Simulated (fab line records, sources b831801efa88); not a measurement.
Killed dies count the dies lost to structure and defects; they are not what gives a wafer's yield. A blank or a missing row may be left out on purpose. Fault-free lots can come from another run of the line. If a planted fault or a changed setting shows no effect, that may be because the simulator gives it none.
A lot that was struck, set against a sound lot :: flow gf180mcu :: 15 steps out of a route of 602
Sound: these wafers, L724.1, L724.2, L724.5. Struck: wafers L720.1, L720.3 (left out: L720.5, a lot-mate that was not struck); the cause follows at the end.
Per side, at each step with rows, come the tool, then ch with its chambers, and then its first start. Under that, the readings that differ: sound wafers :: struck wafers :: difference of the means :: sigmas: that difference in standard deviations of wafers without a fault.
alike: words and numbers the same on both sides, and readings whose means are apart by under 2 such deviations; not compared: readings that were withheld, readings missing a value for some wafer, numbers with overlapping values and no deviation given by the record, and bounds like >300 which may hide the same value.
A row with sigmas, a row that says differs or no value, or rows on one side alone: a step with any of these is where the two part. Numbers that have no deviation but don't overlap get no sigmas and don't part them. Lack of a reading on every wafer of one side parts them only where that side has two or more wafers.

first, 5 steps without rows for these wafers: GF_VT_IMPLANT_COAT_24 (resist thk 1000 nm); GF_VT_IMPLANT_SOFTBAKE_25 (time 60 s); GF_VT_IMPLANT_EXPOSE_26 (exposes mask LVPWELL HV AREA, target cd 860 nm); GF_VT_IMPLANT_PEB_27; GF_VT_IMPLANT_DEVELOP_28 (develop time 60 s).
GF_VT_IMPLANT_OVL_MEAS_29:
  sound: overlay-01 at day 12 13:48; struck: overlay-02 at day 11 12:37
reading: VT_IMPLANT_02_OVL (nm)
sound: 3.2 3.6 2.5
struck: -1.9 -1.7
difference: -4.9
sigmas: -3
next, for these wafers, 1 step has no rows: GF_VT_IMPLANT_IMPLANT_30.
GF_VT_IMPLANT_STRIP_31: strips in O2/N2.
  sound on plasma_asher-02 ch 0,1, day 12 13:59; struck on plasma_asher-04 ch 0,1, day 11 12:47
  alike: drypump_motor_current_A, heater_power_w, o2_flow_sccm, oes_product_au, strip_time_to_endpoint_s
  not compared: rf_hours_counter_h
GF_VT_IMPLANT_TW_MEAS_32:
  sound: film_metro-01 at day 12 14:05; struck: film_metro-02 at day 11 12:53
reading: VT_IMPLANT_3_TW
sound: 270.6 272.5 271.5
struck: 268.4 269.1
difference: -2.8
sigmas: -2
then, 3 steps without rows for these wafers: GF_VT_IMPLANT_DEHYDRATE_33 (time 60 s); GF_VT_IMPLANT_HMDS_34 (prime time 60 s); GF_VT_IMPLANT_COAT_35 (resist thk 1000 nm).
GF_VT_IMPLANT_SOFTBAKE_36: time 60 s.
  sound on litho_track-04 ch 0, day 12 23:19; struck on litho_track-02 ch 0, day 11 22:31
reading: chill_plate_temp_C (C)
sound: 22.99 23.19 23.05
struck: 22.78 22.87
difference: -0.25
sigmas: -2

reading: run_length_s (s)
sound: 88.86 89.16 88.92
struck: 103.37 103.10
difference: +14.25
sigmas: +68
  alike: plate_temp_C
then, 1 step without rows for these wafers: GF_VT_IMPLANT_EXPOSE_37 (exposes mask Nwell HV AREA, target cd 860 nm).
-- record jumps: 22 days separate the struck wafers' starts on either side; left off in module VT_IMPLANT, taken up again in module PASSIVATION, whose first shown step is the route's number 602 --
GF_PASSIVATION_PROBE_99:
  rows exist in the record for the struck wafers here (prober-01, day 33 18:38), but not for the sound ones

WHERE THEY PART
Last at GF_PASSIVATION_PROBE_99 as far as this record goes, first at GF_VT_IMPLANT_OVL_MEAS_29.

WHY: what the simulator had put in
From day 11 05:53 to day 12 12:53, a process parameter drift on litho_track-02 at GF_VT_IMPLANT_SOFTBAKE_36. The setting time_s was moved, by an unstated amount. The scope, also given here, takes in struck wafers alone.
